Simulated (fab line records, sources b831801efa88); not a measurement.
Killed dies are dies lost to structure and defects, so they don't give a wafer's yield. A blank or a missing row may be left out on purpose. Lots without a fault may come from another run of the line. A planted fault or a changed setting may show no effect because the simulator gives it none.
Which tool did it? | flow gf180mcu | 14 lots, 42 wafers sampled, at 3 steps of a route of 602

WHAT THE GAUGES READ, wafer by wafer
GF_V3_THK_MEAS_03. Usual: V3_CVD_02_THK 849 nm, standard deviation 11.
lot  | measured     | on            | V3_CVD_02_THK (nm) | flag
L703 | day 21 12:52 | film_metro-02 | 839 844 852        |
L705 | day 22 11:49 | film_metro-03 | 833 849 836        |
L707 | day 23 04:22 | film_metro-04 | 835 839 860        |
L708 | day 23 07:10 | film_metro-04 | 846 851 863        |
L710 | day 24 08:13 | film_metro-03 | 847 837 857        |
L711 | day 25 00:47 | film_metro-04 | 841 834 843        |
L712 | day 25 03:28 | film_metro-03 | 835 863 865        |
L719 | day 27 04:53 | film_metro-03 | 860 853 857        |
L722 | day 28 02:27 | film_metro-03 | 850 856 859        |
L723 | day 28 08:55 | film_metro-02 | 845 848 863        |
L724 | day 28 18:31 | film_metro-03 | 848 861 854        |

WHICH TOOL RAN EACH LOT (tool, then ch and the chambers of the sampled wafers, then the start)
lot  | GF_STI_STRIP_15                     | GF_M3_SPUTTER_04
L703 | plasma_asher-01 ch 0,1, day 2 04:13 | pvd_sputter-01, day 20 11:38
L705 | plasma_asher-02 ch 0,1, day 2 12:49 | pvd_sputter-03, day 21 11:08
L707 | plasma_asher-02 ch 0,1, day 2 21:49 | pvd_sputter-02, day 22 04:55
L708 | plasma_asher-01 ch 0,1, day 3 04:02 | pvd_sputter-02, day 22 06:55
L710 | plasma_asher-01 ch 0,1, day 3 14:16 | pvd_sputter-03, day 23 08:31
L711 | plasma_asher-01 ch 0,1, day 3 18:46 | pvd_sputter-03, day 23 20:45
L712 | plasma_asher-03 ch 1, day 4 00:43   | pvd_sputter-02, day 24 04:40
L713 | plasma_asher-03 ch 0,1, day 4 05:24 | -
L714 | plasma_asher-03 ch 0,1, day 4 12:37 | -
L715 | plasma_asher-03 ch 0,1, day 4 16:07 | -
L719 | plasma_asher-03 ch 0,1, day 5 11:22 | pvd_sputter-03, day 26 06:55
L722 | plasma_asher-02 ch 0,1, day 6 03:16 | pvd_sputter-01, day 27 05:13
L723 | plasma_asher-03 ch 0,1, day 6 12:16 | pvd_sputter-01, day 27 12:27
L724 | plasma_asher-03 ch 0, day 6 15:46   | pvd_sputter-01, day 27 21:43
- GF_STI_STRIP_15: strips in O2/N2.
- GF_M3_SPUTTER_04: material TiN, target thk 50 nm, time 41.7 s.

WHAT THE TOOLS THEMSELVES READ (means of the sampled wafers that have a number; where no wafer has one, the mark that the record gives instead)
GF_STI_STRIP_15. Usual: chamber_pressure_mTorr 1500.0 mTorr, standard deviation 1.4; drypump_motor_current_A 5.7 A, standard deviation 0.45; heater_power_w 332 W, standard deviation 38; oes_product_au 0.385 a.u., standard deviation 0.005; strip_time_to_endpoint_s 3.76 s, standard deviation 0.041.
lot  | tool            | chamber_pressure_mTorr (mTorr) | drypump_motor_current_A (A) | heater_power_w (W) | oes_product_au (a.u.) | strip_time_to_endpoint_s (s) | flag
L703 | plasma_asher-01 | 1501.1                         | 5.5                         | 328                | 0.381                 | 3.75                         |
L705 | plasma_asher-02 | 1498.4                         | 5.7                         | 321                | 0.383                 | 3.77                         |
L707 | plasma_asher-02 | 1499.4                         | 6.0                         | 343                | 0.384                 | 3.76                         |
L708 | plasma_asher-01 | 1500.3                         | 5.8                         | 315                | 0.386                 | 3.78                         |
L710 | plasma_asher-01 | 1498.7                         | 5.5                         | 324                | 0.388                 | 3.74                         |
L711 | plasma_asher-01 | 1498.8                         | 5.8                         | 310                | 0.389                 | 3.82                         |
L712 | plasma_asher-03 | 1500.1                         | 5.4                         | 403                | 0.387                 | 3.81                         |
L713 | plasma_asher-03 | -                              | -                           | -                  | -                     | -                            | OFF
L714 | plasma_asher-03 | -                              | -                           | -                  | -                     | -                            | OFF
L715 | plasma_asher-03 | -                              | -                           | -                  | -                     | -                            | OFF
L719 | plasma_asher-03 | 1500.6                         | 5.6                         | 366                | 0.382                 | 3.69                         |
L722 | plasma_asher-02 | 1500.5                         | 6.1                         | 344                | 0.380                 | 3.74                         |
L723 | plasma_asher-03 | 1500.4                         | 5.6                         | 363                | 0.391                 | 3.79                         |
L724 | plasma_asher-03 | 1500.3                         | 6.0                         | 300                | 0.387                 | 3.75                         |

GF_M3_SPUTTER_04. Usual: cathode_dc_power_W 6499.9 W, standard deviation 1.1; throttle_valve_pct 29.9 %, standard deviation 1.1.
lot  | tool           | cathode_dc_power_W (W) | throttle_valve_pct (%) | flag
L703 | pvd_sputter-01 | 6500.0                 | 29.5                   |
L705 | pvd_sputter-03 | 6499.7                 | 30.9                   |
L707 | pvd_sputter-02 | 6500.1                 | 30.3                   |
L708 | pvd_sputter-02 | 6499.2                 | 30.0                   |
L710 | pvd_sputter-03 | 6500.1                 | 30.8                   |
L711 | pvd_sputter-03 | 6500.0                 | 30.8                   |
L712 | pvd_sputter-02 | 6500.9                 | 30.8                   |
L719 | pvd_sputter-03 | 6500.6                 | 30.8                   |
L722 | pvd_sputter-01 | 6500.0                 | 29.0                   |
L723 | pvd_sputter-01 | 6500.0                 | 29.5                   |
L724 | pvd_sputter-01 | 6498.7                 | 29.0                   |

THE ANSWER, worked out from the rows above alone
Rule: a lot is off if the mean of its wafers that have a number lies more than 3 standard deviations from the usual mean. A lot without any number at a reading at which 4 lots or more have one is off too. The other lots that the step has rows for count as sound. The gauges are gone through in route order, then the tools' own readings, and for those a lot's mean is taken as printed above. The first step at which some lot is off is used, and at that step the reading that is off furthest; a lot without a number counts as furthest.
Off: L713, L714, L715, at GF_STI_STRIP_15 (chamber_pressure_mTorr). Without a number there: L713, L714, L715.
A tool fits if, at that step or a process step before it, it ran every lot that is off, and no sound lot after the first of them. None of those tried fits.

WHAT THE SIMULATOR HAD PUT IN
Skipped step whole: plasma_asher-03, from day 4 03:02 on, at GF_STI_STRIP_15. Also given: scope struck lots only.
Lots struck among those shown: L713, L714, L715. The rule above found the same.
